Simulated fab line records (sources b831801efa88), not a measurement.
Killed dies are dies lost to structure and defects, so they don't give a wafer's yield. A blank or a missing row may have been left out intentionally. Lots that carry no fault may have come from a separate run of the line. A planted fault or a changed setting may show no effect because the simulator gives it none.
Matching of chambers || flow sky130 || SKY_CAPM_CVD_00 on pecvd-02: 3 sister chambers
The step deposits SiO2, target thk 15.5 nm. 14 wafers are shown with their chamber, then 7 later ones without.

WAFERS PAIRED WITH THEIR CHAMBERS
{"wafer": "L077.1", "chamber": 1, "heater_power_w (W)": 781}
{"wafer": "L077.3", "chamber": 0, "heater_power_w (W)": 828}
{"wafer": "L077.6", "chamber": 1, "heater_power_w (W)": 780}
{"wafer": "L079.1", "chamber": 1, "heater_power_w (W)": 872}
{"wafer": "L079.4", "chamber": 2, "heater_power_w (W)": 718}
{"wafer": "L079.6", "chamber": 0, "heater_power_w (W)": 775}
{"wafer": "L083.4", "chamber": 0, "heater_power_w (W)": 714}
{"wafer": "L083.5", "chamber": 2, "heater_power_w (W)": 689}
{"wafer": "L083.6", "chamber": 1, "heater_power_w (W)": 790}
{"wafer": "L085.2", "chamber": 2, "heater_power_w (W)": 720}
{"wafer": "L085.4", "chamber": 2, "heater_power_w (W)": 712}
{"wafer": "L085.6", "chamber": 1, "heater_power_w (W)": 722}
{"wafer": "L086.1", "chamber": 0, "heater_power_w (W)": 667}
{"wafer": "L086.3", "chamber": 1, "heater_power_w (W)": 757}

SIGNATURES, as means of the wafers listed above
{"reading": "heater_power_w", "chamber 0": 746.00, "chamber 1": 783.67, "chamber 2": 709.75, "scatter within a chamber": 50.3}
Rule: distance of a wafer from a chamber = root of the sum over the readings of ((wafer's reading minus chamber's mean) / reading's scatter) squared. If the next closest chamber is less than 2 further off than the closest, the wafer can't be placed; otherwise it belongs to the closest. How the scatter is found: for the shown wafers, subtract from each reading the mean of its chamber, square and add these, divide the total by (wafers less chambers), then take the root.

WAFERS WITH NO CHAMBER GIVEN
{"wafer": "L086.4", "heater_power_w (W)": 693}
{"wafer": "L090.1", "heater_power_w (W)": 581}
{"wafer": "L090.3", "heater_power_w (W)": 773}
{"wafer": "L090.4", "heater_power_w (W)": 767}
{"wafer": "L092.4", "heater_power_w (W)": 841}
{"wafer": "L092.5", "heater_power_w (W)": 807}
{"wafer": "L092.6", "heater_power_w (W)": 587}

THE CHAMBER EACH PASSED THROUGH
{"wafer": "L086.4", "from the rows above": "can't be placed: 2 or 0 or 1", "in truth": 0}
{"wafer": "L090.1", "from the rows above": "can't be placed: 2 or 0 or 1", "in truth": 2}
{"wafer": "L090.3", "from the rows above": "can't be placed: 1 or 0 or 2", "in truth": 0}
{"wafer": "L090.4", "from the rows above": "can't be placed: 1 or 0 or 2", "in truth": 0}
{"wafer": "L092.4", "from the rows above": "can't be placed: 1 or 0 or 2", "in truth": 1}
{"wafer": "L092.5", "from the rows above": "can't be placed: 1 or 0 or 2", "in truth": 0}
{"wafer": "L092.6", "from the rows above": "can't be placed: 2 or 0 or 1", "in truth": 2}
Correctly placed: 0 of 7. Unplaceable from these rows: 7, with the true chamber sitting among the candidates in 7. Number placed wrongly: 0.
